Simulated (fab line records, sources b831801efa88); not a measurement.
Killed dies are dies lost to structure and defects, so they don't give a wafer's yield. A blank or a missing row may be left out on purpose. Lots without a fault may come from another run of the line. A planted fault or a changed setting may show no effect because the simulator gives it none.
Which tool did it? | flow sfq_line | 14 lots, 42 wafers sampled, at 2 steps of a route of 325

WHAT THE GAUGES READ, wafer by wafer
SFQ_M0_RS_MEAS_904: measures by four-point-probe.
lot  | measured     | on            | M0_NB_RS (ohm/sq)
L252 | day 4 22:59  | film_metro-04 | 0.885 0.880 0.890
L253 | day 5 00:13  | film_metro-02 | 0.882 0.882 0.885
L254 | day 7 17:20  | film_metro-04 | 0.886 0.890 0.898
L255 | day 8 10:22  | film_metro-03 | 0.899 0.908 0.902
L256 | day 8 23:35  | film_metro-04 | 0.873 0.885 0.895
L257 | day 9 05:36  | film_metro-02 | 0.879 0.878 0.875
L258 | day 9 10:23  | film_metro-04 | 0.884 0.884 0.896
L263 | day 11 01:53 | film_metro-03 | 0.892 1.022 0.888
L265 | day 11 18:02 | film_metro-03 | 0.879 1.027 1.016
L268 | day 12 16:52 | film_metro-04 | 0.866 0.870 0.883
L270 | day 13 07:09 | film_metro-02 | 0.883 0.887 0.890
L273 | day 14 03:33 | film_metro-04 | 0.870 0.874 0.882
L274 | day 14 08:22 | film_metro-03 | 0.881 0.865 0.876
L275 | day 14 17:58 | film_metro-04 | 0.880 0.885 0.888

WHICH TOOL RAN EACH LOT (tool, then ch and the chambers of the sampled wafers, then the start)
lot  | SFQ_TRILAYER_M0_DEP_SPUTTER_019
L252 | pvd_sputter-06, day 4 22:53
L253 | pvd_sputter-03, day 5 00:05
L254 | pvd_sputter-04, day 7 17:12
L255 | pvd_sputter-04, day 8 10:16
L256 | pvd_sputter-06, day 8 23:28
L257 | pvd_sputter-03, day 9 05:27
L258 | pvd_sputter-06, day 9 10:15
L263 | pvd_sputter-03, day 11 01:48
L265 | pvd_sputter-03, day 11 17:57
L268 | pvd_sputter-06, day 12 16:45
L270 | pvd_sputter-06, day 13 07:04
L273 | pvd_sputter-06, day 14 03:28
L274 | pvd_sputter-06, day 14 08:16
L275 | pvd_sputter-04, day 14 17:52
- SFQ_TRILAYER_M0_DEP_SPUTTER_019: material Nb, target thk 200 nm, time 133.3 s.

WHAT THE TOOLS THEMSELVES READ (means of the sampled wafers that have a number; where no wafer has one, the mark that the record gives instead)
SFQ_TRILAYER_M0_DEP_SPUTTER_019.
lot  | tool           | throttle_valve_pct (%)
L252 | pvd_sputter-06 | 29.8
L253 | pvd_sputter-03 | 29.7
L254 | pvd_sputter-04 | 31.0
L255 | pvd_sputter-04 | 31.6
L256 | pvd_sputter-06 | 29.5
L257 | pvd_sputter-03 | 30.3
L258 | pvd_sputter-06 | 29.6
L263 | pvd_sputter-03 | 29.8
L265 | pvd_sputter-03 | 30.2
L268 | pvd_sputter-06 | 28.9
L270 | pvd_sputter-06 | 29.5
L273 | pvd_sputter-06 | 29.5
L274 | pvd_sputter-06 | 29.7
L275 | pvd_sputter-04 | 31.4

THE ANSWER, worked out from the rows above alone
Rule: what is usual is taken from the lots themselves. Put in order of their means at a reading, lots are off if they are a third of the lots or fewer, leave a main group of 4 or more, and stand apart from it by a gap of 3 or more times the standard deviation of the main group's means; of several such gaps the widest counts. A main group whose means are all the same, to the digits that the tables above print for the reading, isn't used. A lot without any number at a reading at which 4 lots or more have one is off too. The other lots that the step has rows for count as sound. The gauges are gone through in route order, then the tools' own readings, and for those a lot's mean is taken as printed above. The first step at which some lot is off is used, and at that step the reading that is off furthest; a lot without a number counts as furthest.
Off: L263, L265, at SFQ_M0_RS_MEAS_904 (M0_NB_RS). The main group: mean 0.884 ohm/sq, standard deviation 0.0081.
A tool fits if, at a process step before that reading, it ran every lot that is off, and no sound lot after the first of them. The gauges at SFQ_M0_RS_MEAS_904 are tried like those tools. One fits: pvd_sputter-03 at SFQ_TRILAYER_M0_DEP_SPUTTER_019. Its last sound lot is L257 (day 9 05:27), its first lot that is off L263 (day 11 01:48): a fault that began between those two fits.

WHAT THE SIMULATOR HAD PUT IN
Process parameter drift: pvd_sputter-03, from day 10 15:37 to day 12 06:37, at SFQ_TRILAYER_M0_DEP_SPUTTER_019. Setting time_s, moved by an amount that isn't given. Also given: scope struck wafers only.
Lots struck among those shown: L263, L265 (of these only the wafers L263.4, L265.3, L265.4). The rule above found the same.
